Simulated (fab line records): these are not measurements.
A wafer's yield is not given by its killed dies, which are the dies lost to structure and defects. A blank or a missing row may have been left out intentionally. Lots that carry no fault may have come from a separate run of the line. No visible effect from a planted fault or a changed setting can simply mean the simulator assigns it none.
Problem report in the 8D (eight disciplines) form, filled by code ; flow sky130 ; the parts of the form that need people (team, actions taken, sign-off) are left out

1. WHAT WENT WRONG
At SKY_SD_P_CD_MEAS_07, cd nm averages 417.4 nm over 6 wafers from 2 lots, while fault-free wafers read 379.4 nm, standard deviation 2.6. That is +15 standard deviations from the usual mean.
The step: target cd 380 nm.
First seen on wafer L452.1, day 31 14:46, on cd sem-01. At this step, 33 wafers from 11 lots have a number in the record. Rule for "out" (also "out of limits"): further than 4 standard deviations from the usual mean. The other wafers with a number count as sound.

2. WHAT IT IS, WHAT IT ISN'T
question;is;is not
which readings at this step;cd nm;-
which lots;L452, L454;L436, L440, L444, L445, L446, L449, L457, L458, L459
which wafers of those lots;all that have a number;-
read on which gauges;cd sem-01, cd sem-02;-
when;from day 31 14:46;"up to then (18 sound wafers); but 9 sound wafers of L457, L458, L459 came after"

3. THE SUSPECTS, EACH WITH WHAT RULES IT OUT
Counting: a tool at any process step up to the reading remains a suspect when it ran all the lots that are out and ran no sound lot after the first of those.
- ruled out: the gauge at SKY_SD_P_CD_MEAS_07. 2 gauges (cd sem-01, cd sem-02) read the wafers that are out.
- litho track-03 at SKY_SD_P_COAT_02 (resist thk 1140 nm): kept. Every lot that is out went through it, starting with L452 (day 31 00:31), and after that it ran no sound lot; the last sound lot it ran before then is L449 (day 30 17:52).
The count leaves litho track-03 at SKY_SD_P_COAT_02.

4. THE CAUSE (what the simulator had put in)
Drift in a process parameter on litho track-03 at SKY_SD_P_COAT_02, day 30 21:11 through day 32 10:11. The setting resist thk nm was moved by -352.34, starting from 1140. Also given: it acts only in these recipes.
After counting, this tool was the only one left.

5. SEQUENCE OF EFFECTS, ordered by route
Each row: a reading where the mean over the struck wafers with a number is more than 3 standard deviations away from the usual. Readings are gone through only where the record gives a usual standard deviation; hours: the median, over the lots, of the time from a lot's start at the first step in this table giving one to that lot's start at this step; sigmas: the change measured in usual standard deviations.
hours;step;reading;usual;on struck wafers;change;sigmas
0;SKY_SD_P_CD_MEAS_07;cd nm;379.4 nm;417.4;+38.0;+15
0;SKY_SD_P_STRIP_10;oes product au;0.618 a.u.;0.585;-0.033;-6.7
0;SKY_SD_P_STRIP_10;strip time to endpoint s;17.45 s;13.41;-4.04;-90
Here are the process steps it includes:
- SKY_SD_P_STRIP_10: strips in O2/N2.
At these later measuring or inspecting steps, every struck wafer for which the step has a row has a number for every such reading, and none has moved that far: SKY_SD_N_TW_MEAS_12.

6. WHAT WOULD HAVE CAUGHT IT SOONER
18 hours passed between the start of the fault at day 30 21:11 and the first reading out of limits at a measuring or inspecting step in this record, taken at day 31 14:46.
An alarm limit of 4 standard deviations would not have fired on the tool readings at SKY_SD_P_COAT_02 for which the record gives a usual standard deviation, since none of them was out on any struck wafer.
By day 31 14:46, every lot that is out (2) had started SKY_SD_P_COAT_02 on litho track-03. Holding the tool at that point would not have protected any of them.
